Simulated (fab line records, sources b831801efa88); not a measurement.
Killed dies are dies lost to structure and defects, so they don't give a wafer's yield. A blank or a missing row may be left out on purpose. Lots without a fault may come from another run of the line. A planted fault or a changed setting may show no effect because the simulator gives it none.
A struck lot beside a sound one | flow sky130 | 26 steps out of a route of 708
Sound: wafers L212.3, L212.5, L212.6. Struck: wafers L206.2, L206.5, L206.6. The cause comes at the end.
At each step with rows: each side's tool, then ch and its chambers, then its first start. Under that, the readings that differ: sound wafers | struck wafers | difference of the means | sigmas: that difference in standard deviations of wafers without a fault.
alike: readings whose means differ by less than 2 such deviations, and words and numbers that are the same on both sides. not compared: withheld readings, readings that some wafer has no value for, bounds like >300 that may hide the same value, and numbers for which the record gives no deviation and whose values overlap.
The two part at a step that has a row with sigmas, a row that says differs or no value, or rows on one side only. Numbers that don't overlap but have no deviation are shown without sigmas and don't part them. A reading that every wafer of one side lacks parts them only if that side has two wafers or more.

first, 9 steps without rows for these wafers: SKY_LI_CONTACT_ETCH_14 (etches BARC in N2/H2, stops on SiO2, time 45.9 s, target depth 60 nm); SKY_LI_CONTACT_ETCH_15 (etches PSG in C4F8/O2/Ar, stops on Si, target depth 600 nm); SKY_LI_CONTACT_STRIP_16 (strips in O2/N2); SKY_LI_CONTACT_CLEAN_17 (cleans in NMP, time 600 s); SKY_LI_CONTACT_PRE_CLEAN_18 (time 5.6 s); SKY_LI_CONTACT_SPUTTER_19 (material Ti, target thk 20 nm, time 106.37 s); SKY_LI_CONTACT_SPUTTER_20 (material TiN, target thk 20 nm, time 80 s); SKY_LI_CONTACT_CVD_21 (deposits W, target thk 400 nm, time 120.56 s); SKY_LI_CONTACT_CMP_24 (polishes, stops on PSG, t overpolish 20 s, target thk 0 nm).
SKY_LOCAL_INTERCONNECT_SPUTTER_00: material TiN, target thk 100 nm, time 83.3 s.
  sound on pvd_sputter-03, day 35 20:58; struck on pvd_sputter-04, day 34 06:55
  reading                                                | sound            | struck          | difference | sigmas
  model.TiN_of_LOCAL_INTERCONNECT_SPUTTER_00.thk_nm (nm) | 99.57 99.5 99.45 | 116.8 117 117.1 | +17.5      |
  alike: cathode_dc_power_W, chamber_pressure_pa, throttle_valve_pct
SKY_LOCAL_INTERCONNECT_RS_MEAS_01: measures by four-point-probe.
  sound on film_metro-01, day 35 21:05; struck on film_metro-01, day 34 07:01
  reading                            | sound             | struck            | difference | sigmas
  LOCAL_INTERCONNECT_TIN_RS (ohm/sq) | 14.21 14.19 14.20 | 12.01 12.00 11.97 | -2.21      | -17
SKY_LOCAL_INTERCONNECT_THK_MEAS_02: measures by xrf.
  sound on film_metro-01, day 35 21:11; struck on film_metro-01, day 34 07:07
  reading                         | sound             | struck            | difference | sigmas
  LOCAL_INTERCONNECT_TIN_THK (nm) | 100.5 100.1 100.3 | 118.6 119.5 119.2 | +18.8      | +17
then, 9 steps without rows for these wafers: SKY_LOCAL_INTERCONNECT_DEHYDRATE_03 (time 60 s); SKY_LOCAL_INTERCONNECT_HMDS_04 (prime time 60 s); SKY_LOCAL_INTERCONNECT_COAT_05 (resist thk 60 nm); SKY_LOCAL_INTERCONNECT_COAT_06 (resist thk 450 nm); SKY_LOCAL_INTERCONNECT_SOFTBAKE_07 (time 90 s); SKY_LOCAL_INTERCONNECT_EXPOSE_08 (exposes mask LI1M, target cd 170 nm); SKY_LOCAL_INTERCONNECT_PEB_09; SKY_LOCAL_INTERCONNECT_DEVELOP_10 (develop time 60 s); SKY_LOCAL_INTERCONNECT_ETCH_13 (etches BARC in N2/H2, stops on SiO2, time 45.9 s, target depth 60 nm).
SKY_LOCAL_INTERCONNECT_METAL_ETCH_14: etches TiN in Cl2/BCl3, stops on PSG, target depth 110 nm, time 31.4 s.
  sound on rie_metal-03 ch 0,1, day 36 23:12; struck on rie_metal-04 ch 0,1, day 35 09:36
  reading                | sound                | struck               | difference | sigmas
  oes_product_au (a.u.)  | 0.929 0.940 0.939    | 0.993 0.999 0.992    | +0.059     | +9
  throttle_valve_pct (%) | 21.897 21.906 21.902 | 21.862 21.878 21.857 | -0.036     | -4
  alike: drypump_motor_current_A, mfc_cl2_sccm
  not compared: rf_hours_counter_h
then, 1 step without rows for these wafers: SKY_LOCAL_INTERCONNECT_STRIP_15 (strips in O2/N2).
SKY_LOCAL_INTERCONNECT_STRIP_16: strips in post etch residue remover, time 1200 s.
  sound on wet_bench-03 ch 0, day 36 23:20; struck on wet_bench-03 ch 2, day 35 09:45
  reading                                                | sound             | struck            | difference | sigmas
  model.TiN_of_LOCAL_INTERCONNECT_SPUTTER_00.thk_nm (nm) | 99.15 99.09 99.03 | 116.4 116.6 116.7 | +17.5      |
  alike: bath_guard_temp_C, bath_heat_duty_pct
then, 1 step without rows for these wafers: SKY_LOCAL_INTERCONNECT_CLEAN_17 (cleans in IPA, time 180 s).
-- the record jumps here: 14 days lie between the struck wafers' starts before and after (it left off in module LOCAL_INTERCONNECT and takes up again in module PAD_OPEN, whose first step shown is number 708 of the route) --
SKY_PAD_OPEN_PROBE_99:
  the record has rows for the struck wafers here (prober-02, day 49 12:06) and none for the sound ones

WHERE THEY PART
First at SKY_LOCAL_INTERCONNECT_RS_MEAS_01; last, within this record, at SKY_PAD_OPEN_PROBE_99.

WHY: what the simulator had put in
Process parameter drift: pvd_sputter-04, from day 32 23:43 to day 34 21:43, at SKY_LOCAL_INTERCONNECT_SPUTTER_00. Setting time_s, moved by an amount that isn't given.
